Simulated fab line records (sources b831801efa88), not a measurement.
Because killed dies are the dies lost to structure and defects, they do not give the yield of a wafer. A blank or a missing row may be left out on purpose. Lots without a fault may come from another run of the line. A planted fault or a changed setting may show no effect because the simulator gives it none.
Comparing a struck lot with a sound one :: flow gf180mcu :: 15 out of 602 route steps
Sound: the wafers L175.4, L175.5, L175.6. Wafers struck: L188.1, L188.2, L188.4. The cause is named last.
For every step that has rows: the tool of each side, followed by ch and its chambers, followed by its first start. Under that, the readings that differ: sound wafers :: struck wafers :: difference of the means :: sigmas: that difference in standard deviations of wafers without a fault.
alike: a reading whose means differ by less than 2 such deviations, as well as words and numbers matching on both sides. not compared: withheld readings; readings where some wafer has no value; bounds like >300 that might hide an equal value; numbers whose values overlap and for which the record gives no deviation.
Wherever a step has rows on one side only, a row that says differs or no value, or a row with sigmas, the two part there. When numbers do not overlap yet have no deviation, they are printed without sigmas and do not part them. A reading missing from all wafers of one side parts the sides only when that side holds two or more wafers.

first, 4 steps without rows for these wafers: GF_VT_IMPLANT_SOFTBAKE_25 (time 60 s); GF_VT_IMPLANT_EXPOSE_26 (exposes mask LVPWELL HV AREA, target cd 860 nm); GF_VT_IMPLANT_PEB_27; GF_VT_IMPLANT_DEVELOP_28 (develop time 60 s).
GF_VT_IMPLANT_OVL_MEAS_29:
  sound: overlay-02 at day 7 13:16; struck: overlay-02 at day 11 06:23
  alike: VT_IMPLANT_02_OVL
next, for these wafers, 1 step has no rows: GF_VT_IMPLANT_IMPLANT_30.
GF_VT_IMPLANT_STRIP_31: strips in O2/N2.
  sound on plasma-asher-04 ch 0,1, day 7 13:28; struck on plasma-asher-04 ch 0,1, day 11 06:34
  alike: drypump-motor-current-A, heater-power-w, oes-product-au, strip-time-to-endpoint-s
  not compared: rf-hours-counter-h
GF_VT_IMPLANT_TW_MEAS_32:
  sound: film-metro-01 at day 7 13:34; struck: film-metro-02 at day 11 06:40
  alike: VT_IMPLANT_3_TW
then, 4 steps without rows for these wafers: GF_VT_IMPLANT_DEHYDRATE_33 (time 60 s); GF_VT_IMPLANT_HMDS_34 (prime time 60 s); GF_VT_IMPLANT_COAT_35 (resist thk 1000 nm); GF_VT_IMPLANT_SOFTBAKE_36 (time 60 s).
GF_VT_IMPLANT_EXPOSE_37: exposes mask Nwell HV AREA, target cd 860 nm.
  sound on iline-stepper-01 ch 0, day 7 21:16; struck on iline-stepper-01 ch 0, day 11 15:52
reading: exposure-dose-mJ-cm2
sound: 140.15 139.86 139.98
struck: 154.61 154.83 154.58
difference: +14.68
sigmas: +99 or more
  alike: mask
next, for these wafers, 1 step has no rows: GF_VT_IMPLANT_PEB_38.
-- here the record skips 22 days between the struck wafers' starts before and after, leaving off in module VT_IMPLANT and picking up in module PASSIVATION (first step shown: number 602 of the route) --
GF_PASSIVATION_PROBE_99:
  record: rows for the struck wafers here (prober-01, day 33 11:25), none for the sound ones

WHERE THEY PART
Last at GF_PASSIVATION_PROBE_99 as far as this record goes, first at GF_VT_IMPLANT_EXPOSE_37.

WHY: the cause the simulator had injected
Process parameter drift: iline-stepper-01, from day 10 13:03 on, at GF_VT_IMPLANT_EXPOSE_37. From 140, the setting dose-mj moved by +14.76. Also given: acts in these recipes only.
